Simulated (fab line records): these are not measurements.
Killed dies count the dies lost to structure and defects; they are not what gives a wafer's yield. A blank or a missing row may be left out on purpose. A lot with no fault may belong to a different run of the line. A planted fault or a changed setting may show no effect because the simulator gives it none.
fab line records -- flow sky130
record: lots: 6, wafers: 18, last_day: 50
route steps=708 shown VT_ADJUST_NCORE@128 VT_ADJUST_HVTR@131 PAD_OPEN@708
lots that met no fault: taken from a fault-free run of the same line
start_h: start of the lot's first displayed wafer, in hours after the record's first day -- wait_h: hours from the lot's prior step to this one -- " repeats the value in the row above -- L1.1+2: several wafers, shown together as one row -- - no value, or no start was given -- * or withheld: withheld -- < > ~ a bound
route shown NAME@n: NAME is a module with steps in the file, n the number in the route of the first one -- usual: mean and standard deviation over wafers with no fault -- same: alike in all rows -- chamber/n: place in a boat -- sites: the reading at each site -- _std_site: their standard deviation -- _edge_site: outer sites' mean less inner sites' -- radius_mm: for every site, how far away it sits from the centre of the wafer -- mask NAME#n: copy n -- behind: tool/chamber where the wafer was last shaped -- hold: the reason the lot was held/the length of the hold in hours/how it ended -- device: names the non-switching transistor (n, p or np) -- end of line: the same wafers' tests at the end of the route -- a step given without rows: its recipe and nothing more -- killed: dies that structure and defects cost at the first sort, which is not the same as the wafer's yield -- map: per-die view of a wafer (x killed, . not killed, _ where there is no die)
set.NAME: the run value of the setting; set.NAME@STEP: its run value at that earlier step -- model.NAME: the simulator's own value behind a step, which no gauge read
lots seen at some steps along the route; tables by step, rows by wafer
services: from which hour (start_h, from the record's first day; less than 0 if before it) a tool's chamber was out of use, for how many hours, and why
== steps ==
step: SKY_VT_ADJUST_NCORE_IMPLANT_09
recipe: species: B, energy_kev: 10, dose_cm2: 2.4e+12, tilt_deg: withheld
step: SKY_VT_ADJUST_NCORE_STRIP_10
recipe: chemistry: O2/N2, power_w: 1400, pressure_mtorr: 1500, platen_temp_c: withheld, o2_flow_sccm: 3000, n2_flow_sccm: 300, overash_fraction: 0.5
usual: drypump_motor_current_A: 5.7/0.48, oes_product_au: 0.716/0.0046, strip_time_to_endpoint_s: 14.20/0.044
lot.wafer,tool,chamber,start_h,wait_h,drypump_motor_current_A,oes_product_au,rf_hours_counter_h,strip_time_to_endpoint_s
L753.1,plasma_asher-01,1,191.84,0.1,5.4,0.714,47,14.16
L753.5,plasma_asher-01,1,191.84,0.1,5.4,0.722,-,14.17
L753.6,plasma_asher-01,0,191.84,0.1,6.4,0.720,-,14.22
L755.1,plasma_asher-03,0,209.49,0.1,5.0,0.714,41,14.16
L755.4,plasma_asher-03,1,209.49,0.1,6.0,0.719,-,14.21
L755.6,plasma_asher-03,1,209.49,0.1,6.0,0.713,-,14.15
L766.1,plasma_asher-01,1,281.39,0.1,5.4,0.719,57,14.23
L766.5,plasma_asher-01,1,281.39,0.1,5.4,0.711,-,14.19
L766.6,plasma_asher-01,0,281.39,0.1,6.4,0.717,-,14.24
L769.1,plasma_asher-04,1,301.35,0.1,5.7,0.719,11,14.23
L769.3,plasma_asher-04,1,301.35,0.1,5.7,0.712,-,14.22
L769.5,plasma_asher-04,0,301.35,0.1,6.0,0.717,-,14.24
L774.2,plasma_asher-03,0,337.38,0.1,5.0,0.722,56,14.14
L774.3,plasma_asher-03,0,337.38,0.1,5.0,0.719,-,14.18
L774.4,plasma_asher-03,1,337.38,0.1,6.0,0.722,-,14.16
L775.1,plasma_asher-03,0,343.50,0.1,5.0,0.710,56,14.30
L775.5,plasma_asher-03,1,343.50,0.1,6.0,0.718,-,14.26
L775.6,plasma_asher-03,0,343.50,0.1,5.1,0.705,-,14.28
step: SKY_VT_ADJUST_NCORE_TW_MEAS_11
usual: VT_ADJUST_NCORE_TW: 217/3.9
lot.wafer,tool,chamber,start_h,wait_h,VT_ADJUST_NCORE_TW
L753.1,film_metro-02,-,191.94,0.1,215
L753.5,film_metro-02,-,191.94,0.1,214
L753.6,film_metro-02,-,191.94,0.1,214
L755.1,film_metro-03,-,209.59,0.1,223
L755.4,film_metro-03,-,209.59,0.1,224
L755.6,film_metro-03,-,209.59,0.1,223
L766.1,film_metro-02,-,281.49,0.1,215
L766.5,film_metro-02,-,281.49,0.1,215
L766.6,film_metro-02,-,281.49,0.1,214
L769.1,film_metro-03,-,301.45,0.1,223
L769.3,film_metro-03,-,301.45,0.1,223
L769.5,film_metro-03,-,301.45,0.1,222
L774.2,film_metro-01,-,337.49,0.1,215
L774.3,film_metro-01,-,337.49,0.1,215
L774.4,film_metro-01,-,337.49,0.1,215
L775.1,film_metro-02,-,343.60,0.1,215
L775.5,film_metro-02,-,343.60,0.1,215
L775.6,film_metro-02,-,343.60,0.1,216
step: SKY_VT_ADJUST_HVTR_DEHYDRATE_00
recipe: temp_c: 200, time_s: 60
step: SKY_VT_ADJUST_HVTR_HMDS_01
recipe: prime_time_s: 60, prime_temp_c: 120
step: SKY_VT_ADJUST_HVTR_COAT_02
recipe: resist: NOVOLAK, spin_rpm: 3000, resist_thk_nm: 1151
step: SKY_VT_ADJUST_HVTR_SOFTBAKE_03
recipe: temp_c: 90, time_s: 60, resist: NOVOLAK
step: SKY_VT_ADJUST_HVTR_EXPOSE_04
recipe: mask_id: HVTRM, target_cd_nm: 380, na: 0.6, source_shape: conventional, sigma_outer: 0.6, dose_mj: 150
step: SKY_VT_ADJUST_HVTR_PEB_05
recipe: temp_c: withheld, time_s: *, resist: NOVOLAK
step: SKY_VT_ADJUST_HVTR_DEVELOP_06
recipe: develop_time_s: 60, dev_temp_c: 23
step: SKY_VT_ADJUST_HVTR_CD_MEAS_07
recipe: target_cd_nm: 380
usual: cd_nm: 380/3.1
lot.wafer,tool,chamber,start_h,wait_h,cd_nm
L753.1,cd_sem-02,-,212.18,0.1,379
L753.5,cd_sem-02,-,212.18,0.1,379
L753.6,cd_sem-02,-,212.18,0.1,379
L755.1,cd_sem-02,-,231.48,0.1,382
L755.4,cd_sem-02,-,231.48,0.1,384
L755.6,cd_sem-02,-,231.48,0.1,384
L766.1,cd_sem-02,-,307.08,0.1,378
L766.5,cd_sem-02,-,307.08,0.1,377
L766.6,cd_sem-02,-,307.08,0.1,378
L769.1,cd_sem-01,-,327.63,0.1,380
L769.3,cd_sem-01,-,327.63,0.1,380
L769.5,cd_sem-01,-,327.63,0.1,380
L774.2,cd_sem-01,-,364.22,0.1,384
L774.3,cd_sem-01,-,364.22,0.1,382
L774.4,cd_sem-01,-,364.22,0.1,383
L775.1,cd_sem-02,-,370.52,0.2,376
L775.5,cd_sem-02,-,370.52,0.2,378
L775.6,cd_sem-02,-,370.52,0.2,378
step: SKY_VT_ADJUST_HVTR_OVL_MEAS_08
usual: VT_ADJUST_HVTR_OVL: 1.2/1.3
lot.wafer,tool,chamber,start_h,wait_h,VT_ADJUST_HVTR_OVL[nm]
L753.1,overlay-01,-,212.30,0.1,3.8
L753.5,overlay-01,-,212.30,0.1,1.3
L753.6,overlay-01,-,212.30,0.1,1.5
L755.1,overlay-02,-,231.60,0.1,0.4
L755.4,overlay-02,-,231.60,0.1,3.3
L755.6,overlay-02,-,231.60,0.1,3.1
L766.1,overlay-02,-,307.20,0.1,1.8
L766.5,overlay-02,-,307.20,0.1,2.1
L766.6,overlay-02,-,307.20,0.1,0.2
L769.1,overlay-02,-,327.75,0.1,1.6
L769.3,overlay-02,-,327.75,0.1,-0.4
L769.5,overlay-02,-,327.75,0.1,1.6
L774.2,overlay-02,-,364.33,0.1,0.3
L774.3,overlay-02,-,364.33,0.1,0.9
L774.4,overlay-02,-,364.33,0.1,1.0
L775.1,overlay-01,-,370.64,0.1,2.2
L775.5,overlay-01,-,370.64,0.1,0.2
L775.6,overlay-01,-,370.64,0.1,2.2
step: SKY_VT_ADJUST_HVTR_IMPLANT_09
recipe: species: B, energy_kev: 10, dose_cm2: 2.1e+12, tilt_deg: withheld
usual: beam_on_s: 10.00/0.2, dose_ions_cm2: 2.1002e+12/2.4e+09, end_station_pressure_torr: 5e-06/2.9e-07, faraday_current_uA: 11.85/0.24
lot.wafer,tool,chamber,start_h,wait_h,beam_on_s,dose_ions_cm2,end_station_pressure_torr,faraday_current_uA
L753.1,implanter-01,0,212.34,0.0,9.89,2.1041e+12,5.28e-06,11.98
L753.5,implanter-01,0,212.34,0.0,10.16,2.1025e+12,4.92e-06,11.63
L753.6,implanter-01,0,212.34,0.0,9.86,2.0973e+12,5.27e-06,12.02
L755.1,implanter-04,0,231.64,0.0,10.11,2.0983e+12,5.03e-06,11.71
L755.4,implanter-04,0,231.64,0.0,10.38,2.0994e+12,5.34e-06,11.48
L755.6,implanter-04,0,231.64,0.0,9.89,2.1023e+12,5.03e-06,11.99
L766.1,implanter-04,0,307.23,0.0,9.92,1.4447e+12,4.86e-06,8.25
L766.5,implanter-04,0,307.23,0.0,9.98,1.4444e+12,5.07e-06,8.18
L766.6,implanter-04,0,307.23,0.0,10.14,1.4456e+12,4.83e-06,8.05
L769.1,implanter-04,0,327.78,0.0,10.37,1.4443e+12,4.65e-06,7.90
L769.3,implanter-04,0,327.78,0.0,9.75,1.4446e+12,4.98e-06,8.36
L769.5,implanter-04,0,327.78,0.0,10.02,1.4446e+12,5.22e-06,8.14
L774.2,implanter-02,0,364.38,0.0,10.19,2.0973e+12,5.52e-06,11.64
L774.3,implanter-02,0,364.38,0.0,10.34,2.0969e+12,5.02e-06,11.46
L774.4,implanter-02,0,364.38,0.0,10.13,2.0994e+12,4.53e-06,11.67
L775.1,implanter-02,0,370.67,0.0,9.87,2.1042e+12,5.06e-06,11.97
L775.5,implanter-02,0,370.67,0.0,10.19,2.1054e+12,4.84e-06,11.61
L775.6,implanter-02,0,370.67,0.0,9.82,2.1023e+12,5.11e-06,12.10
step: SKY_VT_ADJUST_HVTR_STRIP_10
recipe: chemistry: O2/N2, power_w: 1400, pressure_mtorr: 1500, platen_temp_c: withheld, o2_flow_sccm: 3000, n2_flow_sccm: 300, overash_fraction: 0.5
usual: drypump_motor_current_A: 5.6/0.4, oes_product_au: 0.715/0.0043, strip_time_to_endpoint_s: 14.290/0.029
lot.wafer,tool,chamber,start_h,wait_h,drypump_motor_current_A,oes_product_au,rf_hours_counter_h,strip_time_to_endpoint_s
L753.1,plasma_asher-01,1,212.49,0.1,5.4,0.719,49,14.306
L753.5,plasma_asher-01,0,212.49,0.1,6.3,0.714,-,14.282
L753.6,plasma_asher-01,1,212.49,0.1,5.4,0.715,-,14.288
L755.1,plasma_asher-02,1,231.79,0.1,5.8,0.717,57,14.332
L755.4,plasma_asher-02,0,231.79,0.1,5.6,0.716,-,14.332
L755.6,plasma_asher-02,0,231.79,0.1,5.6,0.719,-,14.302
L766.1,plasma_asher-03,1,307.38,0.1,6.0,0.707,53,14.308
L766.5,plasma_asher-03,1,307.38,0.1,6.0,0.712,-,14.275
L766.6,plasma_asher-03,0,307.38,0.1,5.1,0.720,-,14.348
L769.1,plasma_asher-02,1,327.93,0.1,5.8,0.708,68,14.268
L769.3,plasma_asher-02,0,327.93,0.1,5.6,0.718,-,14.266
L769.5,plasma_asher-02,0,327.93,0.1,5.6,0.714,-,14.279
L774.2,plasma_asher-03,0,364.51,0.1,5.0,0.720,58,14.285
L774.3,plasma_asher-03,0,364.51,0.1,5.1,0.718,-,14.307
L774.4,plasma_asher-03,1,364.51,0.1,6.0,0.717,-,14.329
L775.1,plasma_asher-02,0,370.82,0.1,5.6,0.724,72,14.278
L775.5,plasma_asher-02,0,370.82,0.1,5.6,0.710,-,14.269
L775.6,plasma_asher-02,1,370.82,0.1,5.8,0.713,-,14.299
step: SKY_VT_ADJUST_HVTR_TW_MEAS_11
usual: VT_ADJUST_HVTR_TW: 209/3.2
lot.wafer,tool,chamber,start_h,wait_h,hold,VT_ADJUST_HVTR_TW
L753.1,film_metro-04,-,212.59,0.1,-,215
L753.5,film_metro-04,-,212.59,0.1,-,214
L753.6,film_metro-04,-,212.59,0.1,-,214
L755.1,film_metro-01,-,231.89,0.1,-,208
L755.4,film_metro-01,-,231.89,0.1,-,208
L755.6,film_metro-01,-,231.89,0.1,-,208
L766.1,film_metro-04,-,307.48,0.1,await_dispo/0.2h/release,192
L766.5,film_metro-04,-,307.48,0.1,await_dispo/0.2h/release,191
L766.6,film_metro-04,-,307.48,0.1,await_dispo/0.2h/release,193
L766.1,film_metro-04,-,307.71,0.2,-,192
L766.5,film_metro-04,-,307.71,0.2,-,192
L766.6,film_metro-04,-,307.71,0.2,-,192
L769.1,film_metro-04,-,328.03,0.1,await_dispo/0.2h/release,192
L769.3,film_metro-04,-,328.03,0.1,await_dispo/0.2h/release,192
L769.5,film_metro-04,-,328.03,0.1,await_dispo/0.2h/release,193
L769.1,film_metro-04,-,328.26,0.2,-,193
L769.3,film_metro-04,-,328.26,0.2,-,193
L769.5,film_metro-04,-,328.26,0.2,-,193
L774.2,film_metro-02,-,364.62,0.1,-,206
L774.3,film_metro-02,-,364.62,0.1,-,206
L774.4,film_metro-02,-,364.62,0.1,-,207
L775.1,film_metro-02,-,370.92,0.1,-,206
L775.5,film_metro-02,-,370.92,0.1,-,206
L775.6,film_metro-02,-,370.92,0.1,-,206
step: SKY_PAD_OPEN_PROBE_99
usual: killed_at_M0_to_M3: 43/7.5, killed_at_M4_up: 3.2/1.9, killed_at_contacts: 24/4.9, killed_at_front_end: 15/4.3, killed_at_other: 0.4/0.72, killed_dies: 86/9.1, killed_open: 47/6.5, killed_short: 39/6.5
same: gross_dies: 492, killed_at_back_side: 0
lot.wafer,tool,chamber,start_h,wait_h,killed_at_M0_to_M3,killed_at_M4_up,killed_at_contacts,killed_at_front_end,killed_at_other,killed_dies,killed_open,killed_short,model.etest.pfet_01v8_mvt.drive_ua_um,model.etest.pfet_01v8_mvt.off_log10_a_um,model.etest.pfet_01v8_mvt.vt_sat_v,model.etest.pfet_01v8_mvt.vt_v,model.etest.pfet_01v8_mvt.vt_long_v
L753.1,prober-01,-,1092.21,0.1,53,6,18,16,1,94,44,50,149.1,-11.09,-0.5938,-0.6813,-0.8901
L753.5,prober-01,-,1092.41,0.2,51,6,18,12,0,87,47,40,148.2,-11.11,-0.5984,-0.6842,-0.8962
L753.6,prober-01,-,1092.46,0.2,59,8,17,6,0,90,55,35,147.1,-11.2,-0.5918,-0.6765,-0.8895
L755.1,prober-01,-,1113.11,0.1,47,6,18,20,1,92,49,41,154.9,-10.45,-0.5517,-0.642,-0.8519
L755.4,prober-01,-,1113.26,0.2,48,2,25,17,3,95,48,47,152.1,-10.64,-0.5715,-0.6555,-0.8599
L755.6,prober-01,-,1113.36,0.2,55,4,22,15,0,96,45,51,152.1,-10.66,-0.5635,-0.6494,-0.8542
L766.1,prober-02,-,1173.46,0.1,47,1,31,15,0,94,53,40,141,-11.33,-0.633,-0.7069,-0.9099
L766.5,prober-02,-,1173.66,0.2,43,2,21,22,0,88,45,42,141.2,-11.5,-0.6328,-0.7085,-0.9066
L766.6,prober-02,-,1173.71,0.2,47,5,23,15,1,91,46,43,140.1,-11.52,-0.6378,-0.7129,-0.9139
L769.1,prober-01,-,1184.15,0.1,41,1,36,21,0,99,57,42,136.1,-12.3,-0.6922,-0.7571,-0.9569
L769.3,prober-01,-,1184.25,0.2,40,6,36,15,0,97,51,45,140,-12.32,-0.6915,-0.7602,-0.9597
L769.5,prober-01,-,1184.35,0.2,47,7,21,19,1,95,41,49,133.5,-12.29,-0.6984,-0.7616,-0.9623
L774.2,prober-02,-,1206.44,0.1,38,1,28,13,0,80,42,37,154.3,-10.07,-0.5423,-0.6315,-0.8435
L774.3,prober-02,-,1206.49,0.2,29,2,36,10,1,78,42,35,154.2,-10.19,-0.5431,-0.6354,-0.8429
L774.4,prober-02,-,1206.54,0.2,34,4,25,15,1,79,49,29,152.7,-10.43,-0.5453,-0.6335,-0.8449
L775.1,prober-01,-,1207.90,0.1,59,2,17,8,0,86,49,37,159.3,-9.952,-0.5201,-0.6134,-0.8323
L775.5,prober-01,-,1208.10,0.2,46,5,22,9,0,82,43,39,159.8,-9.963,-0.5189,-0.61,-0.8244
L775.6,prober-01,-,1208.15,0.2,45,4,30,16,0,95,54,40,159.8,-10.15,-0.5221,-0.6151,-0.8266
killed by level:class
L753.1 VIA1:geometric_particle:open=10 METAL1:geometric_particle:short=9 CONTACT:geometric_particle:open=6 METAL2:geometric_particle:short=6 VIA2:geometric_particle:short=6 LI_CONTACT:geometric_particle:open=5 VIA2:geometric_particle:open=5 CONTACT:geometric_particle:short=4
L753.5 METAL1:geometric_particle:short=10 VIA2:geometric_particle:open=10 VIA1:geometric_particle:open=8 LI_CONTACT:geometric_particle:open=6 CONTACT:geometric_particle:open=6 VIA3:geometric_particle:open=6 METAL4:geometric_particle:short=5 FIELD_ISO:geometric_particle:open=4
L753.6 VIA1:geometric_particle:open=19 METAL1:geometric_particle:short=11 VIA3:geometric_particle:open=8 VIA2:geometric_particle:open=7 LI_CONTACT:geometric_particle:open=6 CONTACT:geometric_particle:open=6 METAL4:geometric_particle:short=5 LI_CONTACT:geometric_particle:short=4
L755.1 CONTACT:geometric_particle:open=10 VIA1:geometric_particle:open=8 VIA3:geometric_particle:open=7 FIELD_ISO:geometric_particle:open=6 VIA2:geometric_particle:open=6 VIA3:geometric_particle:short=5 METAL3:geometric_particle:short=5 FIELD_ISO:geometric_particle:short=4
L755.4 VIA1:geometric_particle:open=10 VIA2:geometric_particle:open=9 CONTACT:geometric_particle:open=8 METAL1:geometric_particle:short=8 FIELD_ISO:geometric_particle:short=6 LI_CONTACT:geometric_particle:open=6 FIELD_ISO:geometric_particle:open=5 VIA3:geometric_particle:open=5
L755.6 CONTACT:geometric_particle:open=11 VIA1:geometric_particle:open=9 FIELD_ISO:geometric_particle:short=8 VIA2:geometric_particle:open=8 VIA3:geometric_particle:open=8 METAL1:geometric_particle:short=7 METAL2:geometric_particle:short=6 VIA1:geometric_particle:short=6
L766.1 CONTACT:geometric_particle:open=14 VIA1:geometric_particle:open=13 VIA2:geometric_particle:short=8 VIA3:geometric_particle:open=7 LI_CONTACT:geometric_particle:open=6 CONTACT:geometric_particle:short=6 FIELD_ISO:geometric_particle:short=5 POLY_GATE:geometric_particle:open=4
L766.5 POLY_GATE:geometric_particle:short=8 CONTACT:geometric_particle:open=8 VIA1:geometric_particle:open=8 VIA3:geometric_particle:open=7 FIELD_ISO:geometric_particle:short=5 VIA2:geometric_particle:short=5 VIA2:geometric_particle:open=5 POLY_GATE:geometric_particle:open=4
L766.6 VIA1:geometric_particle:open=10 CONTACT:geometric_particle:open=10 METAL1:geometric_particle:short=7 VIA2:geometric_particle:open=7 LOCAL_INTERCONNECT:geometric_particle:short=6 VIA1:geometric_particle:short=6 VIA2:geometric_particle:short=5 VIA3:geometric_particle:open=5
L769.1 LI_CONTACT:geometric_particle:open=12 CONTACT:geometric_particle:open=11 FIELD_ISO:geometric_particle:open=9 METAL2:geometric_particle:short=8 VIA2:geometric_particle:open=8 LOCAL_INTERCONNECT:geometric_particle:short=6 VIA1:geometric_particle:open=6 CONTACT:geometric_particle:short=4
L769.3 CONTACT:geometric_particle:open=15 LI_CONTACT:geometric_particle:open=7 METAL2:geometric_particle:short=7 LOCAL_INTERCONNECT:geometric_particle:short=6 VIA1:geometric_particle:short=6 VIA2:geometric_particle:open=5 POLY_GATE:geometric_particle:open=4 METAL2:geometric_particle:open=4
L769.5 METAL1:geometric_particle:short=7 FIELD_ISO:geometric_particle:short=6 VIA2:geometric_particle:open=6 VIA3:geometric_particle:open=6 FIELD_ISO:geometric_particle:open=5 LOCAL_INTERCONNECT:geometric_particle:short=5 CONTACT:geometric_particle:short=5 VIA1:geometric_particle:open=5
L774.2 LI_CONTACT:geometric_particle:open=12 VIA1:geometric_particle:open=9 CONTACT:geometric_particle:open=5 VIA1:geometric_particle:short=5 VIA2:geometric_particle:short=5 FIELD_ISO:geometric_particle:short=4 METAL1:geometric_particle:open=4 VIA3:geometric_particle:open=4
L774.3 LI_CONTACT:geometric_particle:open=10 CONTACT:geometric_particle:open=7 CONTACT:geometric_particle:short=6 LOCAL_INTERCONNECT:geometric_particle:short=6 VIA2:geometric_particle:open=6 VIA3:geometric_particle:open=6 LI_CONTACT:geometric_particle:short=4 VIA1:geometric_particle:short=4
L774.4 VIA1:geometric_particle:open=11 LI_CONTACT:geometric_particle:open=8 CONTACT:geometric_particle:open=7 VIA2:geometric_particle:open=6 FIELD_ISO:geometric_particle:open=5 CONTACT:geometric_particle:short=5 FIELD_ISO:geometric_particle:short=4 VIA1:geometric_particle:short=4
L775.1 VIA1:geometric_particle:open=14 VIA2:geometric_particle:open=11 LOCAL_INTERCONNECT:geometric_particle:short=7 METAL1:geometric_particle:short=7 METAL2:geometric_particle:short=7 METAL3:geometric_particle:short=6 VIA3:geometric_particle:open=6 LI_CONTACT:geometric_particle:open=5
L775.5 METAL2:geometric_particle:short=11 VIA1:geometric_particle:open=9 CONTACT:geometric_particle:open=8 VIA3:geometric_particle:open=7 LI_CONTACT:geometric_particle:open=5 FIELD_ISO:geometric_particle:open=4 CONTACT:geometric_particle:short=4 METAL1:geometric_particle:short=4
L775.6 CONTACT:geometric_particle:open=14 VIA1:geometric_particle:open=9 LI_CONTACT:geometric_particle:open=7 VIA2:geometric_particle:open=7 FIELD_ISO:geometric_particle:short=6 FIELD_ISO:geometric_particle:open=5 CONTACT:geometric_particle:short=5 METAL1:geometric_particle:short=5
== services ==
tool,chamber,start_h,hours,kind
plasma_asher-04,-,187.45,57.9,repair
implanter-04,-,193.37,4.9,repair
plasma_asher-01,-,206.61,5.0,repair
implanter-04,-,213.44,3.6,repair
implanter-01,-,228.67,4.7,pm
implanter-01,-,248.25,5.8,pm
plasma_asher-04,-,253.38,13.3,repair
implanter-02,-,263.67,5.3,pm
implanter-02,-,286.48,17.5,pm
plasma_asher-02,-,294.22,3.1,repair
plasma_asher-04,-,321.02,0.4,repair
plasma_asher-04,-,352.44,2.8,pm
implanter-01,-,364.66,1.8,repair
implanter-01,-,370.06,3.6,repair
== key ==
first_sign: step: SKY_VT_ADJUST_HVTR_IMPLANT_09, reading: dose_ions_cm2, direction: down, sigmas: 99+, usual: *, struck: *
effect: step: SKY_VT_ADJUST_HVTR_IMPLANT_09, reading: faraday_current_uA, direction: down, sigmas: 16, usual: 11.85, struck: 8.15
effect: step: SKY_VT_ADJUST_HVTR_TW_MEAS_11, reading: visit, direction: added
effect: step: SKY_VT_ADJUST_HVTR_TW_MEAS_11, reading: VT_ADJUST_HVTR_TW, direction: down, sigmas: 5.4, usual: 209, struck: 192
model_effect: step: SKY_PAD_OPEN_PROBE_99, value: etest.pfet_01v8_mvt.drive_ua_um, without: 150.8, struck: 138.7
met_at SKY_VT_ADJUST_HVTR_IMPLANT_09
struck_wafers L766.1,L766.5,L766.6,L769.1,L769.3,L769.5
tester_left_out L766,L769
onset_between 231.64 307.23
fault: kind: process_parameter_drift, tool: implanter-04, chamber: -, onset_h: 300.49, steps: SKY_VT_ADJUST_HVTR_IMPLANT_09, channel: dose_cm2, offset: *, shape: step, end_h: 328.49, acts_in: *, stated: *
tester_left_out: of these lots the tester's yield and bins aren't shown, on N5 and GAA mostly nor the transistor test; their killed dies are dies lost to structure and defects alone, not to doping, threshold or leakage, so they don't give the yield
